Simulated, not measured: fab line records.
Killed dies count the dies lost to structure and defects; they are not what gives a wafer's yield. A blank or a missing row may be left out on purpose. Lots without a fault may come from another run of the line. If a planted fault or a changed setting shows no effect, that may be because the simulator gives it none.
Which tool is to blame? | flow sky130 | 24 lots with 72 wafers sampled at 3 steps, on a route of 708 steps

## WHAT EACH GAUGE READ, for each wafer
SKY_METAL3_OVL_MEAS_14.
lot  | measured     | on         | METAL3_OVL (nm)
L074 | day 39 13:14 | overlay-01 | 2 1 1
L076 | day 39 23:10 | overlay-01 | 4 7 14
L075 | day 39 23:49 | overlay-01 | -6 -2 1
L077 | day 40 13:04 | overlay-01 | -2 4 3
L078 | day 40 19:44 | overlay-02 | 2 3 10
L079 | day 40 22:56 | overlay-02 | -2 6 -2
L080 | day 41 03:05 | overlay-02 | 4 5 0
L081 | day 41 17:56 | overlay-01 | 1 0 -5
L082 | day 41 22:58 | overlay-01 | -1 2 8
L083 | day 42 05:23 | overlay-01 | 11 -1 3
L084 | day 42 13:02 | overlay-01 | 5 -5 4
L085 | day 42 19:56 | overlay-01 | -3 2 -1
L086 | day 42 20:38 | overlay-02 | 6 9 7
L087 | day 43 05:43 | overlay-02 | -3 -10 -4
L088 | day 43 16:23 | overlay-02 | -3 6 4
L089 | day 43 21:38 | overlay-01 | 9 10 8
L090 | day 44 08:43 | overlay-01 | 7 -1 -2
L091 | day 44 14:13 | overlay-01 | -3 -3 -4
L092 | day 44 14:48 | overlay-02 | -2 6 1
L093 | day 44 19:07 | overlay-01 | 7 4 -1
L094 | day 45 02:17 | overlay-02 | 1 -4 -1
L095 | day 45 10:55 | overlay-02 | 7 2 5
L096 | day 45 12:29 | overlay-02 | 4 10 11
L097 | day 45 16:29 | overlay-02 | 9 -2 -2

SKY_VIA3_RS_MEAS_22: measures by four-point-probe.
lot  | measured     | on            | VIA3_W_RS (ohm/sq)
L074 | day 40 16:47 | film metro-04 | 0.294 0.286 0.290
L076 | day 41 02:42 | film metro-01 | 0.293 0.299 0.293
L075 | day 41 03:24 | film metro-03 | 0.292 0.290 0.295
L077 | day 41 16:54 | film metro-03 | 0.292 0.298 0.294
L078 | day 41 23:18 | film metro-04 | 0.296 0.286 0.289
L079 | day 42 01:53 | film metro-04 | 0.294 0.290 0.293
L080 | day 42 06:09 | film metro-03 | 0.291 0.293 0.296
L081 | day 42 21:27 | film metro-04 | 0.294 0.295 0.295
L082 | day 43 02:04 | film metro-04 | 0.284 0.290 0.292
L083 | day 43 08:25 | film metro-03 | 0.290 0.293 0.289
L084 | day 43 15:39 | film metro-04 | 0.298 0.298 0.297
L085 | day 43 21:56 | film metro-01 | 0.294 0.295 0.296
L086 | day 43 22:17 | film metro-04 | 0.298 0.298 0.297
L087 | day 44 08:38 | film metro-04 | 0.297 0.299 0.299
L088 | day 44 18:02 | film metro-01 | 0.295 0.297 0.289
L089 | day 44 22:58 | film metro-04 | 0.295 0.292 0.290
L090 | day 45 09:43 | film metro-03 | 0.292 0.295 0.292
L091 | day 45 15:40 | film metro-04 | 0.297 0.292 0.293
L092 | day 45 17:00 | film metro-04 | 0.285 0.292 0.289
L093 | day 45 20:05 | film metro-04 | 0.291 0.300 0.296
L094 | day 46 03:03 | film metro-04 | 0.295 0.290 0.298
L095 | day 46 11:51 | film metro-03 | 0.298 0.293 0.295
L096 | day 46 12:26 | film metro-04 | 0.296 0.291 0.297
L097 | day 46 16:37 | film metro-03 | 0.296 0.298 0.291

## WHAT TOOL EACH LOT RAN ON (gives the tool, then ch and the chambers of the sampled wafers, and finally the start)
lot  | SKY_METAL3_DESCUM_15
L074 | rie metal-03 ch 0,1, day 39 13:16
L076 | rie metal-04 ch 0,1, day 39 23:13
L075 | rie metal-03 ch 0,1, day 39 23:51
L077 | rie metal-01 ch 0,1, day 40 13:06
L078 | rie metal-04 ch 0,1, day 40 19:46
L079 | rie metal-04 ch 0,1, day 40 22:58
L080 | rie metal-01 ch 0,1, day 41 03:07
L081 | rie metal-04 ch 0,1, day 41 17:58
L082 | rie metal-03 ch 0,1, day 41 23:00
L083 | rie metal-04 ch 0,1, day 42 05:25
L084 | rie metal-04 ch 0,1, day 42 13:04
L085 | rie metal-01 ch 0,1, day 42 19:59
L086 | rie metal-03 ch 0, day 42 20:40
L087 | rie metal-04 ch 0,1, day 43 05:46
L088 | rie metal-03 ch 0,1, day 43 16:25
L089 | rie metal-01 ch 0,1, day 43 21:40
L090 | rie metal-04 ch 0,1, day 44 08:45
L091 | rie metal-01 ch 0,1, day 44 14:15
L092 | rie metal-03 ch 0,1, day 44 14:50
L093 | rie metal-03 ch 0,1, day 44 19:10
L094 | rie metal-04 ch 0,1, day 45 02:19
L095 | rie metal-04 ch 0,1, day 45 10:58
L096 | rie metal-03 ch 0,1, day 45 12:31
L097 | rie metal-03 ch 0,1, day 45 16:31
- SKY_METAL3_DESCUM_15: chemistry O2, time 8 s.

## AS READ BY THE TOOLS THEMSELVES (means over the sampled wafers that have a number; for cases with no such wafer, the mark the record gives instead)
SKY_METAL3_DESCUM_15.
lot  | tool         | drypump motor current A (A) | oes product au (a.u.)
L074 | rie metal-03 | 5.1                         | 1.007
L076 | rie metal-04 | 6.0                         | 0.998
L075 | rie metal-03 | 5.1                         | 1.009
L077 | rie metal-01 | 6.3                         | 0.993
L078 | rie metal-04 | 6.0                         | 1.003
L079 | rie metal-04 | 6.0                         | 1.005
L080 | rie metal-01 | 6.3                         | 1.000
L081 | rie metal-04 | 6.0                         | 0.992
L082 | rie metal-03 | 5.3                         | 1.014
L083 | rie metal-04 | 6.0                         | 1.008
L084 | rie metal-04 | 5.5                         | 0.993
L085 | rie metal-01 | 6.5                         | 1.007
L086 | rie metal-03 | 4.8                         | 1.013
L087 | rie metal-04 | 6.0                         | 1.005
L088 | rie metal-03 | 5.1                         | 1.005
L089 | rie metal-01 | 6.3                         | 1.000
L090 | rie metal-04 | 5.5                         | 1.001
L091 | rie metal-01 | 6.5                         | 1.007
L092 | rie metal-03 | 5.1                         | 1.003
L093 | rie metal-03 | 5.1                         | 1.007
L094 | rie metal-04 | 5.9                         | 1.008
L095 | rie metal-04 | 6.0                         | 0.993
L096 | rie metal-03 | 5.1                         | 1.006
L097 | rie metal-03 | 5.1                         | 1.001

## THE ANSWER, worked out from the rows above alone
Rule: what is usual is taken from the lots themselves. Put in order of their means at a reading, lots are off if they are a third of the lots or fewer, leave a main group of 4 or more, and stand apart from it by a gap of 3 or more times the standard deviation of the main group's means; of several such gaps the widest counts. Not used: any main group whose means are identical at the precision the tables above print for the reading. Also off: a lot with no number at a reading for which 4 or more lots have one. All remaining lots with rows at the step are treated as sound. First the gauges in route order, then the tools' own readings, where a lot's mean is used as printed above. At the first step where some lot is off, the reading lying furthest off is the one used; lots without a number count as furthest.
Nothing can be told from this: no lot is off at any reading shown.

## WHAT HAD BEEN PUT IN BY THE SIMULATOR
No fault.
